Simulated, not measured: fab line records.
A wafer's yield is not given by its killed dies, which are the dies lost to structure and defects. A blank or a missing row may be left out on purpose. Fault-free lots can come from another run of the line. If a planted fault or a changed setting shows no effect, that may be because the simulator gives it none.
fab line records	flow sky130	part 2 of 2: steps 30 to 40 of 40
record: lots: 5	wafers: 15	lastDay: 49
route steps=708 shown FIELD_ISO@17 NWELL@32 DNWELL@35 PWDE@45
lots that met no fault: from a run of the same line without faults
startH: start of the lot's first displayed wafer, in hours after the record's first day	waitH: hours elapsed since this lot's preceding step	" repeats the value in the row above	L1.1+2: one row covering several wafers at once	- either no value or no given start	* or withheld: withheld	< > ~ a bound
route shown NAME@n: names a module that has steps shown in the file, with the first one's number in the route	usual: mean/standard deviation of fault-free wafers	same: alike in all rows	chamber/n: place in a boat	sites: each site's reading	_std_site: standard deviation across them	_edge_site: outer sites' mean less inner sites'	radiusMm: how far each site lies from the wafer's centre	mask NAME#n: copy n	behind: the most recent tool/chamber to have shaped the wafer	hold: what put the lot on hold/how long, in hours/how the hold closed	device: which transistor (n, p or np) failed to switch	end of line: the tests these same wafers got at the end of their route	a step given without rows: its recipe and nothing more	killed: dies that structure and defects cost at the first sort, which is not the same as the wafer's yield	map: a wafer's dies, marking killed ones x, the rest . and places with no die _
set.NAME: setting as actually run; set.NAME@STEP: the setting as run at that earlier step	model.NAME: the simulator's own value behind a step, which no gauge read
lots at some steps of the route; a table a step, a row a wafer
services: from which hour (startH, from the record's first day; less than 0 if before it) a tool's chamber was out of use, for how many hours, and why
== steps ==
step: SKY_PWDE_HMDS_01
recipe: primeTimeS: 60	primeTempC: 120
usual: resistLineTempC: 22.99/0.12
lot.wafer	tool	chamber	startH	waitH	resistLineTempC
L074.3	lithoTrack-04	0	60.43	0.1	23.10
L074.4	"	0	"	"	23.14
L074.6	"	0	"	"	23.06
L076.1	lithoTrack-04	0	72.38	0.1	23.05
L076.2	"	0	"	"	23.06
L076.4	"	0	"	"	22.92
L077.2	lithoTrack-02	0	79.47	0.1	23.00
L077.3	"	0	"	"	23.15
L077.6	"	0	"	"	23.17
L079.1	lithoTrack-04	0	86.28	0.1	23.10
L079.3	"	0	"	"	23.08
L079.5	"	0	"	"	23.08
L091.2	lithoTrack-04	0	151.71	0.1	23.12
L091.5	"	0	"	"	23.11
L091.6	"	0	"	"	23.05
step: SKY_PWDE_COAT_02
recipe: spinRpm: 2000	resistThkNm: 3000
usual: dispensePressureKPa: 50/5.2	resistLineTempC: 22.97/0.1
lot.wafer	tool	chamber	startH	waitH	dispensePressureKPa	resistLineTempC
L074.3	lithoTrack-04	0	60.58	0.1	51	22.98
L074.4	"	0	"	"	51	22.85
L074.6	"	0	"	"	51	23.10
L076.1	lithoTrack-04	0	72.53	0.1	51	23.03
L076.2	"	0	"	"	51	22.79
L076.4	"	0	"	"	51	22.99
L077.2	lithoTrack-02	0	79.62	0.1	44	22.96
L077.3	"	0	"	"	44	23.00
L077.6	"	0	"	"	44	23.02
L079.1	lithoTrack-04	0	86.43	0.1	51	22.98
L079.3	"	0	"	"	51	22.99
L079.5	"	0	"	"	51	22.82
L091.2	lithoTrack-04	0	151.86	0.1	51	23.10
L091.5	"	0	"	"	51	23.02
L091.6	"	0	"	"	51	22.99
step: SKY_PWDE_SOFTBAKE_03
recipe: tempC: 110	timeS: withheld
usual: resistLineTempC: 23.01/0.1
lot.wafer	tool	chamber	startH	waitH	resistLineTempC
L074.3	lithoTrack-04	0	60.75	0.1	22.90
L074.4	"	0	"	"	22.96
L074.6	"	0	"	"	22.85
L076.1	lithoTrack-04	0	72.68	0.1	23.02
L076.2	"	0	"	"	22.95
L076.4	"	0	"	"	23.08
L077.2	lithoTrack-02	0	79.77	0.1	23.04
L077.3	"	0	"	"	22.98
L077.6	"	0	"	"	23.08
L079.1	lithoTrack-04	0	86.58	0.1	22.97
L079.3	"	0	"	"	22.98
L079.5	"	0	"	"	22.94
L091.2	lithoTrack-04	0	152.02	0.1	23.07
L091.5	"	0	"	"	22.95
L091.6	"	0	"	"	23.04
step: SKY_PWDE_EXPOSE_04
recipe: maskId: PWDEM	na: 0.6	sourceShape: conventional	sigmaOuter: 0.6	polarization: unpolarized	targetCdNm: 840	doseMj: 214
same: na: 0.6
lot.wafer	tool	chamber	startH	waitH	mask
L074.3+4+6	ilineStepper-01	0	-	-	PWDEM#0
L076.1+2+4	ilineStepper-02	0	-	-	PWDEM#0
L077.2+3+6	ilineStepper-02	0	-	-	PWDEM#0
L079.1+3+5	ilineStepper-02	0	-	-	PWDEM#0
L091.2+5+6	ilineStepper-01	0	-	-	PWDEM#0
step: SKY_PWDE_PEB_05
recipe: tempC: 115	timeS: withheld
usual: resistLineTempC: 22.98/0.11
lot.wafer	tool	chamber	startH	waitH	resistLineTempC
L074.3	lithoTrack-04	0	-	-	23.08
L074.4	"	0	"	"	22.98
L074.6	"	0	"	"	22.82
L076.1	lithoTrack-02	0	-	-	22.94
L076.2	"	0	"	"	23.02
L076.4	"	0	"	"	23.01
L077.2	lithoTrack-04	0	-	-	23.15
L077.3	"	0	"	"	22.99
L077.6	"	0	"	"	23.12
L079.1	lithoTrack-03	0	-	-	23.01
L079.3	"	0	"	"	23.04
L079.5	"	0	"	"	23.10
L091.2	lithoTrack-03	0	-	-	22.95
L091.5	"	0	"	"	22.97
L091.6	"	0	"	"	22.96
step: SKY_PWDE_DEVELOP_06
recipe: wallAngleDeg: 90	developer: TMAH	developTimeS: 60	devTempC: 23
usual: resistLineTempC: 23.01/0.1
same: developTimeS: 60
lot.wafer	tool	chamber	startH	waitH	resistLineTempC
L074.3	lithoTrack-04	0	-	-	22.91
L074.4	"	0	"	"	22.94
L074.6	"	0	"	"	23.07
L076.1	lithoTrack-02	0	-	-	22.99
L076.2	"	0	"	"	23.02
L076.4	"	0	"	"	23.12
L077.2	lithoTrack-04	0	-	-	23.14
L077.3	"	0	"	"	23.18
L077.6	"	0	"	"	23.21
L079.1	lithoTrack-03	0	-	-	23.01
L079.3	"	0	"	"	22.99
L079.5	"	0	"	"	23.05
L091.2	lithoTrack-03	0	-	-	23.14
L091.5	"	0	"	"	23.06
L091.6	"	0	"	"	22.98
step: SKY_PWDE_OVL_MEAS_07
usual: PWDE_OVL: 0.0/1.4
lot.wafer	tool	chamber	startH	waitH	PWDE_OVL[nm]
L074.3	overlay-02	-	68.79	-	-0.5
L074.4	"	-	"	"	0.2
L074.6	"	-	"	"	-0.2
L076.1	overlay-01	-	81.54	-	0.8
L076.2	"	-	"	"	1.2
L076.4	"	-	"	"	-0.7
L077.2	overlay-01	-	87.79	-	-1.3
L077.3	"	-	"	"	-2.2
L077.6	"	-	"	"	-1.4
L079.1	overlay-02	-	95.47	-	-0.5
L079.3	"	-	"	"	1.3
L079.5	"	-	"	"	0.8
L091.2	overlay-02	-	162.18	-	-1.2
L091.5	"	-	"	"	-0.9
L091.6	"	-	"	"	-0.7
step: SKY_PWDE_IMPLANT_08
recipe: species: B	energyKev: 150	doseCm2: 3.6e+12	tiltDeg: withheld
lot.wafer	tool	chamber	startH	waitH
L074.3+4+6	implanter-04	0	68.87	0.1
L076.1+2+4	implanter-04	0	81.58	0.0
L077.2+3+6	implanter-04	0	87.84	0.0
L079.1+3+5	implanter-01	0	95.51	0.0
L091.2+5+6	implanter-03	0	162.24	0.0
step: SKY_PWDE_STRIP_09
recipe: chemistry: O2/N2	powerW: 1400	pressureMtorr: 1500	platenTempC: withheld	o2FlowSccm: 3000	n2FlowSccm: 300	overashFraction: 0.5
usual: drypumpMotorCurrentA: 5.7/0.34	oesProductAu: 0.723/0.0044	stripTimeToEndpointS: 37.00/0.11
lot.wafer	tool	chamber	startH	waitH	drypumpMotorCurrentA	oesProductAu	rfHoursCounterH	stripTimeToEndpointS
L074.3	plasmaAsher-01	0	69.00	0.1	5.6	0.726	-	37.12
L074.4	"	1	"	"	5.7	0.721	-	37.13
L074.6	"	0	"	"	5.6	0.728	-	37.17
L076.1	plasmaAsher-04	0	81.73	0.1	5.6	0.716	39	37.17
L076.2	"	1	"	"	5.9	0.722	39	36.97
L076.4	"	1	"	"	5.9	0.724	-	37.02
L077.2	plasmaAsher-01	0	87.97	0.1	5.6	0.718	37	36.89
L077.3	"	0	"	"	5.7	0.717	-	36.91
L077.6	"	1	"	"	5.6	0.723	-	37.02
L079.1	plasmaAsher-04	0	95.66	0.1	5.6	0.714	41	36.90
L079.3	"	0	"	"	5.6	0.730	-	36.85
L079.5	"	0	"	"	5.6	0.725	-	36.80
L091.2	plasmaAsher-04	1	162.36	0.1	5.9	0.718	47	36.78
L091.5	"	1	"	"	5.9	0.722	-	36.90
L091.6	"	0	"	"	5.6	0.721	-	36.77
step: SKY_PWDE_TW_MEAS_10
usual: PWDE_TW: 371/3.2
lot.wafer	tool	chamber	startH	waitH	PWDE_TW
L074.3	filmMetro-02	-	69.09	0.1	365
L074.4	"	-	"	"	366
L074.6	"	-	"	"	366
L076.1	filmMetro-02	-	81.83	0.1	367
L076.2	"	-	"	"	367
L076.4	"	-	"	"	366
L077.2	filmMetro-01	-	88.08	0.1	373
L077.3	"	-	"	"	372
L077.6	"	-	"	"	373
L079.1	filmMetro-02	-	95.76	0.1	366
L079.3	"	-	"	"	369
L079.5	"	-	"	"	368
L091.2	filmMetro-03	-	162.47	0.1	374
L091.5	"	-	"	"	372
L091.6	"	-	"	"	372
step: SKY_NWELL_DEHYDRATE_03
recipe: tempC: 200	timeS: 60
usual: resistLineTempC: 23.00/0.1
lot.wafer	tool	chamber	startH	waitH	resistLineTempC
L074.3	lithoTrack-02	0	76.59	7.5	22.78
L074.4	"	0	"	"	22.98
L074.6	"	0	"	"	22.82
L076.1	lithoTrack-03	0	89.32	7.5	23.11
L076.2	"	0	"	"	23.00
L076.4	"	0	"	"	23.03
L077.2	lithoTrack-03	0	96.45	8.4	22.89
L077.3	"	0	"	"	22.83
L077.6	"	0	"	"	22.79
L079.1	lithoTrack-01	0	104.87	9.1	22.93
L079.3	"	0	"	"	23.09
L079.5	"	0	"	"	23.15
L091.2	lithoTrack-01	0	171.09	8.6	23.03
L091.5	"	0	"	"	22.98
L091.6	"	0	"	"	23.04
== services ==
tool	chamber	startH	hours	kind
cmp-02	-	11.95	0.9	repair
plasmaAsher-04	-	12.39	2.1	repair
cmp-01	-	14.75	5.5	pm
implanter-03	-	16.37	3.7	repair
furnace-02	-	18.13	2.9	pm
cmp-01	-	23.06	11.7	pm
plasmaAsher-01	-	24.99	0.9	repair
hdpcvd-01	1	27.62	5.7	repair
implanter-04	-	31.01	1.2	repair
cmp-01	-	39.86	2.0	repair
plasmaAsher-04	-	61.94	4.0	pm
cmp-01	-	64.00	4.0	pm
hdpcvd-01	-	66.75	15.0	pm
hdpcvd-02	-	70.18	0.5	repair
cmp-02	-	76.99	1.3	repair
cmp-02	-	94.04	0.4	repair
furnace-01	-	102.04	3.8	pm
rieSi-02	-	105.17	0.8	repair
furnace-02	-	132.53	2.5	pm
cmp-02	-	140.65	0.8	repair
rieSi-02	0	144.23	4.7	repair
ilineStepper-02	-	150.42	4.4	pm
ilineStepper-01	-	165.56	1.7	pm
furnace-01	-	169.66	5.5	pm
